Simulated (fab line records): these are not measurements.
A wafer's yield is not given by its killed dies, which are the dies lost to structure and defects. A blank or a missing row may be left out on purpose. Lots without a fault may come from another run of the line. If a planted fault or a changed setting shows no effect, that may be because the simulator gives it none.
8D (eight disciplines) problem report, filled in by code || flow gf180mcu || the parts of the form that need people (team, actions taken, sign-off) are left out

== 1. THE PROBLEM ==
At GF_LVPWELL_DEVELOP_06, developerTempC averages 22.02 C over 9 wafers from 3 lots, while fault-free wafers read 23.03 C, standard deviation 0.12. That puts it -8.4 standard deviations away from the usual mean.
The step: develop time 60 s.
First observed at day 5 10:00: wafer L179.1, on lithoTrack-03. The record has a number at this step for 42 wafers belonging to 14 lots. Rule for "out" (also "out of limits"): further than 4 standard deviations from the usual mean. Any other wafer with a number is counted as sound.

== 2. WHAT IT IS, AND WHAT IT ISN'T ==
{"question": "which readings at this step", "is": "developerTempC", "is not": "-"}
{"question": "which lots", "is": "L179, L180, L181", "is not": "L173, L175, L185, L186, L187, L189, L191, L192, L194, L195, L196"}
{"question": "which wafers of those lots", "is": "all that have a number", "is not": "-"}
{"question": "read on which tools", "is": "lithoTrack-03", "is not": "lithoTrack-01, lithoTrack-04"}
{"question": "when", "is": "from day 5 10:00", "is not": "up to then (6 sound wafers); but 27 sound wafers of L185, L186, L187, L189, L191, L192, L194, L195, L196 came after"}

== 3. THE SUSPECTS, EACH WITH WHAT RULES IT OUT ==
Counting: any tool at a process step up to the reading is kept as a suspect provided that every lot that is out went through it and no sound lot did after the first of them.
- lithoTrack-03 at GF_LVPWELL_DEVELOP_06 (develop time 60 s): ruled out as a lasting fault. Following L179 (day 5 10:00), the first lot on it that is out, the sound lots L194, L195, L196 were run on it.
Left after counting: nothing in the record.

== 4. THE CAUSE (what the simulator had put in) ==
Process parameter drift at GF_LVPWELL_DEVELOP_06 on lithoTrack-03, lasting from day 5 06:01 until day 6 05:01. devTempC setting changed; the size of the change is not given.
Counting ruled it out, wrongly.

== 5. THE EFFECT CHAIN, in route order ==
Each row: a reading whose mean over the struck wafers that have a number lies more than 3 standard deviations from the usual. Readings are gone through only where the record gives a usual standard deviation; hours: the median, over the lots, of the time from a lot's start at the first step in this table giving one to that lot's start at this step; sigmas: the change measured in usual standard deviations.
{"hours": 0, "step": "GF_LVPWELL_DEVELOP_06", "reading": "developerTempC", "usual": "23.03 C", "on struck wafers": 22.02, "change": -1.01, "sigmas": -8.4}
Process steps it contains:
- GF_LVPWELL_DEVELOP_06: develop time 60 s.
At these later measuring or inspecting steps, every struck wafer for which the step has a row has a number for every such reading, and none has moved that far: GF_MIM_RS_MEAS_10.

== 6. HOW IT WOULD HAVE BEEN CAUGHT EARLIER ==
First out-of-limits reading in this record: day 5 10:00, which is 4 hours after fault onset at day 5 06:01.
